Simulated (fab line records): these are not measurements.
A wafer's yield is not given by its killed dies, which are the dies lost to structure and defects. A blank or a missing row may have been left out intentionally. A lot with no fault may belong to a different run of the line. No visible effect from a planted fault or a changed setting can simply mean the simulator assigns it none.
Chamber matching :: flow sky130 :: SKY_VIA1_CMP_02 on cmp-01: 4 sister chambers
The step polishes SiO2. 4 wafers are shown with their chamber, then 9 later ones without.

== WAFERS WITH THEIR CHAMBER ==
wafer: L645.3
chamber: 1
motorCurrentA (A): 12.1

wafer: L651.4
chamber: 0
motorCurrentA (A): 11.7

wafer: L651.5
chamber: 3
motorCurrentA (A): 12.8

wafer: L651.6
chamber: 2
motorCurrentA (A): 11.4

== WAFERS WITH NO CHAMBER GIVEN ==
wafer: L652.3
motorCurrentA (A): 11.9

wafer: L652.4
motorCurrentA (A): 12.0

wafer: L652.5
motorCurrentA (A): 11.4

wafer: L659.1
motorCurrentA (A): 13.1

wafer: L659.3
motorCurrentA (A): 11.9

wafer: L659.4
motorCurrentA (A): 11.6

wafer: L660.3
motorCurrentA (A): 12.1

wafer: L660.4
motorCurrentA (A): 11.7

wafer: L660.6
motorCurrentA (A): 11.9

== WHICH CHAMBER EACH ONE RAN IN ==
wafer: L652.3
from the rows above: can't be placed: 1 or 0 or 2
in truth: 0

wafer: L652.4
from the rows above: can't be placed: 1 or 0
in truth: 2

wafer: L652.5
from the rows above: can't be placed: 2 or 0
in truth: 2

wafer: L659.1
from the rows above: 3
in truth: 3

wafer: L659.3
from the rows above: can't be placed: 1 or 0 or 2
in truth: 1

wafer: L659.4
from the rows above: can't be placed: 0 or 2
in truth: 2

wafer: L660.3
from the rows above: 1
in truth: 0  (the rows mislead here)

wafer: L660.4
from the rows above: can't be placed: 0 or 2
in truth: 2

wafer: L660.6
from the rows above: can't be placed: 1 or 0 or 2
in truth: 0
1 of 9 placed correctly. Not placeable from these rows: 7 (in 6, the candidates include the true chamber). Wrongly placed: 1.
How it was worked out, from the rows above alone: a wafer's distance from a chamber is the root of the sum, over the readings, of the square of ((its reading less the chamber's mean) divided by the reading's scatter). If the next closest chamber is less than 2 further off than the closest, the wafer can't be placed; otherwise it belongs to the closest. Each chamber's mean is taken over the wafers shown for it. The scatter: with one shown wafer a chamber, the root of the mean of the squares of how far each hidden wafer lies from its nearest shown one.
